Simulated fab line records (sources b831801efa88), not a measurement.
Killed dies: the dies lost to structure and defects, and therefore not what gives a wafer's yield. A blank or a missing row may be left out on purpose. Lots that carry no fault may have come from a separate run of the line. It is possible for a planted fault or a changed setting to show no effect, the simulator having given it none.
Shared-tool check / flow sky130 / 36 wafers sampled across 12 lots

== REASON IT WAS OPENED ==
1 of 12 lots carry a flag on the reading POLY_GATE_TW at SKY_RES_PROTECT_TW_MEAS_08. Wafers without a fault read 4015, standard deviation 34.
Rule: a lot gets a flag if all its wafers with a number sit over 4 standard deviations from that mean, or if no wafer of it has a number. The other lots count as sound.

lot=L403; measured=day 15 18:33; on=filmMetro-03; POLY_GATE_TW, wafer by wafer=4081 4074 4064; flag=
lot=L404; measured=day 15 21:24; on=filmMetro-01; POLY_GATE_TW, wafer by wafer=3988 4035 3989; flag=
lot=L407; measured=day 16 22:33; on=filmMetro-01; POLY_GATE_TW, wafer by wafer=3966 3985 3980; flag=
lot=L409; measured=day 17 20:04; on=filmMetro-01; POLY_GATE_TW, wafer by wafer=30 30 30; flag=FLAGGED
lot=L414; measured=day 19 21:30; on=filmMetro-01; POLY_GATE_TW, wafer by wafer=4027 4023 3994; flag=
lot=L419; measured=day 21 14:07; on=filmMetro-01; POLY_GATE_TW, wafer by wafer=3992 4013 4031; flag=
lot=L420; measured=day 21 19:31; on=filmMetro-03; POLY_GATE_TW, wafer by wafer=4110 4094 4087; flag=
lot=L421; measured=day 22 01:15; on=filmMetro-01; POLY_GATE_TW, wafer by wafer=4023 4018 4009; flag=
lot=L422; measured=day 22 05:54; on=filmMetro-02; POLY_GATE_TW, wafer by wafer=3983 3978 3989; flag=
lot=L423; measured=day 22 15:57; on=filmMetro-03; POLY_GATE_TW, wafer by wafer=4057 4052 4056; flag=
lot=L424; measured=day 23 17:39; on=filmMetro-02; POLY_GATE_TW, wafer by wafer=4004 4034 4003; flag=
lot=L425; measured=day 23 18:56; on=filmMetro-02; POLY_GATE_TW, wafer by wafer=4000 4020 4020; flag=
On average the flagged lots read 30, which is -3985 against the usual, or -99 or more standard deviations.

== WHICH TOOL EACH LOT WENT THROUGH ==
The record keeps 1 process step preceding the reading, out of 708 steps on the route. Each cell gives the tool, then ch followed by the chambers the sampled wafers passed through, then the start.
lot=L403; flag=; SKY_RES_PROTECT_EXPOSE_04=ilineStepper-02 ch 0, day 15 05:18
lot=L404; flag=; SKY_RES_PROTECT_EXPOSE_04=ilineStepper-01 ch 0, day 15 07:25
lot=L407; flag=; SKY_RES_PROTECT_EXPOSE_04=ilineStepper-01 ch 0, day 16 09:16
lot=L409; flag=FLAGGED; SKY_RES_PROTECT_EXPOSE_04=ilineStepper-02 ch 0, day 17 06:34
lot=L414; flag=; SKY_RES_PROTECT_EXPOSE_04=ilineStepper-01 ch 0, day 19 05:25
lot=L419; flag=; SKY_RES_PROTECT_EXPOSE_04=ilineStepper-02 ch 0, day 20 23:05
lot=L420; flag=; SKY_RES_PROTECT_EXPOSE_04=ilineStepper-02 ch 0, day 21 04:22
lot=L421; flag=; SKY_RES_PROTECT_EXPOSE_04=ilineStepper-02 ch 0, day 21 09:39
lot=L422; flag=; SKY_RES_PROTECT_EXPOSE_04=ilineStepper-02 ch 0, day 21 14:32
lot=L423; flag=; SKY_RES_PROTECT_EXPOSE_04=ilineStepper-01 ch 0, day 21 23:42
lot=L424; flag=; SKY_RES_PROTECT_EXPOSE_04=ilineStepper-02 ch 0, day 23 02:26
lot=L425; flag=; SKY_RES_PROTECT_EXPOSE_04=ilineStepper-02 ch 0, day 23 03:43
What is done by these steps:
- SKY_RES_PROTECT_EXPOSE_04: exposes mask RPM, target cd 1270 nm.
- SKY_RES_PROTECT_TW_MEAS_08

== FLAGGED OVER TOTAL, TOOL BY TOOL (the gauges that took the reading come last) ==
step=SKY_RES_PROTECT_EXPOSE_04; tool=ilineStepper-01; lots run=4; flagged=0; share of the flagged lots=none; sound lots run after its first flagged lot=-
step=SKY_RES_PROTECT_EXPOSE_04; tool=ilineStepper-02; lots run=8; flagged=1; share of the flagged lots=all; sound lots run after its first flagged lot=6 (L419,L420,L421,L422,L424,L425)
step=SKY_RES_PROTECT_TW_MEAS_08; tool=filmMetro-01; lots run=6; flagged=1; share of the flagged lots=all; sound lots run after its first flagged lot=3 (L414,L419,L421)
step=SKY_RES_PROTECT_TW_MEAS_08; tool=filmMetro-02; lots run=3; flagged=0; share of the flagged lots=none; sound lots run after its first flagged lot=-
step=SKY_RES_PROTECT_TW_MEAS_08; tool=filmMetro-03; lots run=3; flagged=0; share of the flagged lots=none; sound lots run after its first flagged lot=-

== WHAT THE TABLE ALLOWS ==
ilineStepper-02 at SKY_RES_PROTECT_EXPOSE_04 and filmMetro-01 at SKY_RES_PROTECT_TW_MEAS_08 are the 2 rows of the table that ran each flagged lot.
- ilineStepper-02 at SKY_RES_PROTECT_EXPOSE_04 ran 8 lots, 1 of them flagged. Sound lots followed the first flagged one (L419, L420, L421, L422, L424, L425) on it, something a lasting fault affecting the whole tool could not allow.
- filmMetro-01 at SKY_RES_PROTECT_TW_MEAS_08 ran 6 lots, 1 of them flagged. Sound lots followed the first flagged one (L414, L419, L421) on it, something a lasting fault affecting the whole tool could not allow.
Every row of the table either missed a flagged lot or ran a sound lot after the first.

== WHAT WAS PUT IN BY THE SIMULATOR ==
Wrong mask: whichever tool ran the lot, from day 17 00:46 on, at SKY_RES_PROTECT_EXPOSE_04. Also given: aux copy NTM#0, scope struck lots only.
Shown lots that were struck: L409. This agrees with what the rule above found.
